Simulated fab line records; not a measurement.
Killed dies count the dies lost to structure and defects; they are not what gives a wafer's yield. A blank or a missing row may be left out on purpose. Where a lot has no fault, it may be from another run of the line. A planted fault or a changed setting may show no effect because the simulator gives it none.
One fault seen from 2 desks || flow gf180mcu || each desk has only its own numbers; what lay behind them comes last

## TOOL OWNER'S DESK, implanter-01
GF_HV_LDD_IMPLANT_36, tool's own readings: per-lot mean of the sampled wafers with a number, covering each lot this tool ran. The brackets show how far a lot's mean lies from the usual mean; more than 4 standard deviations puts the lot out of limits, marked OUT.
Columns: A = dose ions cm2 at GF_HV_LDD_IMPLANT_36, usual 7.501e+12; B = faraday current uA at GF_HV_LDD_IMPLANT_36, usual 42.3
{"lot": "L528", "first seen here": "day 13 20:46", "A": "7.178e+12 (-41) OUT", "B": 40.6}
{"lot": "L529", "first seen here": "day 14 10:38", "A": "7.179e+12 (-41) OUT", "B": 40.4}
{"lot": "L540", "first seen here": "day 17 18:20", "A": 7.505e+12, "B": 42.6}
{"lot": "L541", "first seen here": "day 18 01:34", "A": 7.499e+12, "B": 41.4}
Finding of this desk: L528, L529 out of limits; the first was L528 at day 13 20:46, on dose ions cm2 at GF_HV_LDD_IMPLANT_36. L540, L541 stayed within limits.

## AT THE METROLOGY DESK
What the gauges read for every lot (on any tool): the sampled wafers with a number, averaged. The brackets show how far a lot's mean lies from the usual mean; more than 4 standard deviations puts the lot out of limits, marked OUT.
Columns: A = cd nm at GF_HV_LDD_CD_MEAS_31, usual 399.7 nm; B = HV_LDD_02_OVL at GF_HV_LDD_OVL_MEAS_32, usual -1.0 nm
{"lot": "L521", "first seen here": "day 11 13:31", "A": 395.2, "B": -0.3}
{"lot": "L528", "first seen here": "day 13 20:08", "A": 401.8, "B": -1.5}
{"lot": "L529", "first seen here": "day 14 10:02", "A": 397.0, "B": -1.3}
{"lot": "L536", "first seen here": "day 16 18:18", "A": 396.6, "B": -0.3}
{"lot": "L540", "first seen here": "day 17 17:44", "A": 398.0, "B": -3.2}
{"lot": "L541", "first seen here": "day 18 00:58", "A": 398.6, "B": -1.2}
This desk's verdict: no lot among the 6 shows anything out of limits.

## ALL TOGETHER
An alarm could have come from the tool owner's desk at day 13 20:46, on L528, L529.
At the metrology desk, nothing out of limits was observed.
The metrology desk has L528, L529 on record, within its limits.
All the named lots went through GF_HV_LDD_IMPLANT_36 on implanter-01.

## WHAT WAS PUT IN BY THE SIMULATOR
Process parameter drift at GF_HV_LDD_IMPLANT_36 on implanter-01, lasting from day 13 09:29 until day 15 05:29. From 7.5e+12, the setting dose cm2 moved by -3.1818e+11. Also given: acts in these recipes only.
Shown lots that were struck: L528, L529.
Hours from the fault's start to each desk's first reading out of limits: the tool owner's desk, 11.
